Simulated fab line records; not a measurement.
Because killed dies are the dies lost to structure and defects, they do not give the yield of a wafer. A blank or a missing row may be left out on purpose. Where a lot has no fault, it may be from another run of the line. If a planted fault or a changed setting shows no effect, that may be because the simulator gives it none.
A struck lot beside a sound one | flow sky130 | 19 out of 708 route steps
Sound: these wafers, L708.4, L708.5, L708.6. Wafers struck: L714.1, L714.3, L714.4. The cause is named last.
At each step with rows: each side's tool, then ch and its chambers, then its first start. Under that, the readings that differ: sound wafers | struck wafers | difference of the means | sigmas: that difference in standard deviations of wafers without a fault.
alike: words and numbers the same on both sides, and readings whose means are apart by under 2 such deviations; not compared: readings that were withheld, readings missing a value for some wafer, numbers with overlapping values and no deviation given by the record, and bounds like >300 which may hide the same value.
A row with sigmas, a row that says differs or no value, or rows on one side alone: a step with any of these is where the two part. Numbers that don't overlap but have no deviation are shown without sigmas and don't part them. Lack of a reading on every wafer of one side parts them only where that side has two or more wafers.

first, 1 step without rows for these wafers: SKY_CONTACT_ETCH_18 (etches Si3N4 in CHF3/O2, stops on TiN, time 39 s, target depth 75 nm).
SKY_CONTACT_STRIP_19: strips in O2/N2.
  sound on plasma-asher-01 ch 0,1, day 32 20:53; struck on plasma-asher-02 ch 0,1, day 34 14:39
  alike: drypump-motor-current-A, oes-product-au, strip-time-to-endpoint-s
  not compared: rf-hours-counter-h
then, 3 steps without rows for these wafers: SKY_CONTACT_STRIP_20 (strips in post etch residue remover, time 1200 s); SKY_CONTACT_CLEAN_21 (cleans in IPA, time 180 s); SKY_CONTACT_CLEAN_22 (cleans in O3/DIW).
SKY_CONTACT_SPUTTER_23: material TiN, target thk 20 nm, time 80 s.
  sound: pvd-sputter-03 at day 32 21:28; struck: pvd-sputter-01 at day 34 15:14
  alike: cathode-dc-power-W, chamber-pressure-pa, throttle-valve-pct
SKY_CONTACT_CVD_24: deposits W, target thk 340 nm, time 102.12 s.
  sound on cvd-w-01 ch 0,1, day 32 21:32; struck on cvd-w-01 ch 0,1, day 34 15:19
  alike: heater-power-w
SKY_CONTACT_RS_MEAS_25: measurement is done with a four-point probe.
  sound: film-metro-04 at day 32 21:40; struck: film-metro-04 at day 34 15:25
  alike: CONTACT_W_RS
SKY_CONTACT_THK_MEAS_26: measures by xrf.
  sound: film-metro-04 at day 32 21:46; struck: film-metro-04 at day 34 15:32
  alike: CONTACT_W_THK
then, 2 steps without rows for these wafers: SKY_CONTACT_CMP_27 (polishes, stops on SiO2, t overpolish 15 s, target thk 0 nm); SKY_METAL1_SPUTTER_00 (material Ti, target thk 15 nm, time 10 s).
SKY_METAL1_SPUTTER_01: material TiN, target thk 20 nm, time 16.7 s.
  sound: pvd-sputter-03 at day 32 22:07; struck: pvd-sputter-04 at day 34 15:58
  alike: cathode-dc-power-W, chamber-pressure-pa, throttle-valve-pct
SKY_METAL1_SPUTTER_02: material AlCu, target thk 250 nm, time 13.3 s.
  sound: pvd-sputter-03 at day 32 22:09; struck: pvd-sputter-04 at day 34 16:00
  no value came back on the struck wafers for cathode-dc-power-W (W), chamber-pressure-pa (Pa), throttle-valve-pct (%); on the sound wafers cathode-dc-power-W (W) reads 10601 10600 10601
then, 1 step without rows for these wafers: SKY_METAL1_SPUTTER_03 (material Ti, target thk 5 nm, time 3.3 s).
SKY_METAL1_SPUTTER_04: material TiN, target thk 70 nm, time 58.3 s.
  sound: pvd-sputter-03 at day 32 22:12; struck: pvd-sputter-04 at day 34 16:02
  alike: cathode-dc-power-W, chamber-pressure-pa, throttle-valve-pct
SKY_METAL1_RS_MEAS_05: measurement is done with a four-point probe.
  sound: film-metro-01 at day 32 22:17; struck: film-metro-04 at day 34 16:05
  reading                 | sound                | struck               | difference | sigmas
  METAL1_ALCU_RS (ohm/sq) | 0.1252 0.1252 0.1251 | 8.7011 8.7226 8.6769 | +8.5750    | +99 or more
SKY_METAL1_THK_MEAS_06: measures by xrf.
  sound: film-metro-01 at day 32 22:23; struck: film-metro-04 at day 34 16:13
  reading              | sound       | struck   | difference | sigmas
  METAL1_ALCU_THK (nm) | 248 246 246 | <0 <0 <0 | differs    |
then, 1 step without rows for these wafers: SKY_METAL1_DEHYDRATE_07 (time 60 s).
-- the record jumps here: 14 days lie between the struck wafers' starts before and after (it left off in module METAL1 and takes up again in module PAD_OPEN, whose first step shown is number 708 of the route) --
SKY_PAD_OPEN_PROBE_99:
  sound: prober-02 at day 46 20:43; struck: prober-01 at day 48 04:23
  reading                  | sound          | struck         | difference | sigmas
  defect-limited-yield (%) | 81.5 79.3 80.5 | 0 0 0          | -80        | -42
  killed_at_M0_to_M3       | 47 53 43       | 442 446 440    | +395       | +61
  killed-dies              | 91 102 96      | 492 492 492    | +396       | +41
  killed-on-rim            | 17 22 17       | 96 96 96       | +77        | +20
  sort_bin_5_function (%)  | 10.0 14.0 12.4 | 95.1 91.9 92.3 | +81.0      | +51
  sort-n-pass              | 401 390 396    | 0 0 0          | -396       | -42
  sort-yield-pct (%)       | 81.5 79.3 80.5 | 0 0 0          | -80        | -42
  alike: killed_at_M4_up, killed-at-contacts, killed-at-front-end, killed-at-other, killed-open, killed-short, sort_bin_3_pad_short, sort_bin_6_memory

## WHERE THEY PART
Last at SKY_PAD_OPEN_PROBE_99 as far as this record goes, first at SKY_METAL1_SPUTTER_02.

WHY: what the simulator had put in
Entire step skipped (pvd-sputter-04, SKY_METAL1_SPUTTER_02), from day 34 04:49 onward. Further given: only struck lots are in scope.
